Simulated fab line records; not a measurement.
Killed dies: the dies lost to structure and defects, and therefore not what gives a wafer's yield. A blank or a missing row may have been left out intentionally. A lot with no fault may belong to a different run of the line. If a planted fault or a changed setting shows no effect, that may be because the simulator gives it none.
A single fault, viewed from 2 desks ; flow gf180mcu ; numbers are kept per desk, each desk with only its own; the story behind them comes last

## FOR THE TOOL OWNER'S DESK: pvd sputter-03
The tool's own readings at GF_M3_SPUTTER_02 (material AlCu, target thk 450 nm, time 23.9 s): means of the sampled wafers that have a number, for each lot that ran on this tool. If a lot's mean is further than 4 standard deviations from the usual mean, the lot is out of limits and carries the mark OUT (the distance appears in the brackets).
Columns: A = cathode dc power W at GF_M3_SPUTTER_02, usual 10600 W; B = throttle valve pct at GF_M3_SPUTTER_02, usual 29.9 %
lot;first seen here;A;B
L283;day 22 05:32;10600;29.5
L284;day 22 13:25;10599;29.3
L286;day 23 05:22;10759 (+84) OUT;29.0
L295;day 26 14:13;10600;28.6
L298;day 27 06:58;10598;29.6
L300;day 27 20:10;10601;29.3
L301;day 27 22:38;10598;29.8
Finding of this desk: L286 out of limits; the first was L286 at day 23 05:22, on cathode dc power W at GF_M3_SPUTTER_02. In limits: L283, L284, L295, L298, L300, L301.

## AT THE METROLOGY DESK
What the gauges read for every lot (on any tool): the sampled wafers with a number, averaged. If a lot's mean is further than 4 standard deviations from the usual mean, the lot is out of limits and carries the mark OUT (the distance appears in the brackets).
Columns: A = V2_CVD_00_THK at GF_V2_THK_MEAS_01, usual 600 nm; B = V2_CVD_02_THK at GF_V2_THK_MEAS_03, usual 851 nm; C = M3_ALCU_RS at GF_M3_RS_MEAS_05, usual 0.0701 ohm/sq; D = M3_ALCU_THK at GF_M3_THK_MEAS_06, usual 453 nm
lot;first seen here;A;B;C;D
L279;day 19 07:13;595;851;0.0703;450
L280;day 19 18:33;597;852;0.0713;451
L282;day 20 20:08;608;851;0.0697;455
L283;day 21 03:58;611;842;0.0702;455
L284;day 21 11:43;601;840;0.0692;456
L286;day 22 03:50;597;841;0.0692;461
L295;day 25 15:02;596;849;0.0702;456
L297;day 26 00:49;600;848;0.0709;450
L298;day 26 08:01;605;848;0.0693;461
L299;day 26 09:04;598;849;0.0699;457
L300;day 26 21:14;599;845;0.0686;464
L301;day 26 23:53;594;853;0.0703;455
Result from this desk: across the 12 lots, nothing is out of limits.

## TAKEN TOGETHER
The tool owner's desk had the chance to raise an alarm at day 23 05:22 on L286.
At the metrology desk, nothing out of limits was observed.
The metrology desk holds a record of L286, inside its limits.
All the named lots went through GF_M3_SPUTTER_02 on pvd sputter-03.

## WHAT THE SIMULATOR HAD PUT IN
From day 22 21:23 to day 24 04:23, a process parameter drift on pvd sputter-03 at GF_M3_SPUTTER_02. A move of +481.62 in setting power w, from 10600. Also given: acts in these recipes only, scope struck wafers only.
Struck lots among those shown: L286.
How many hours passed from the start of the fault until each desk's first out-of-limits reading: the tool owner's desk, 8.
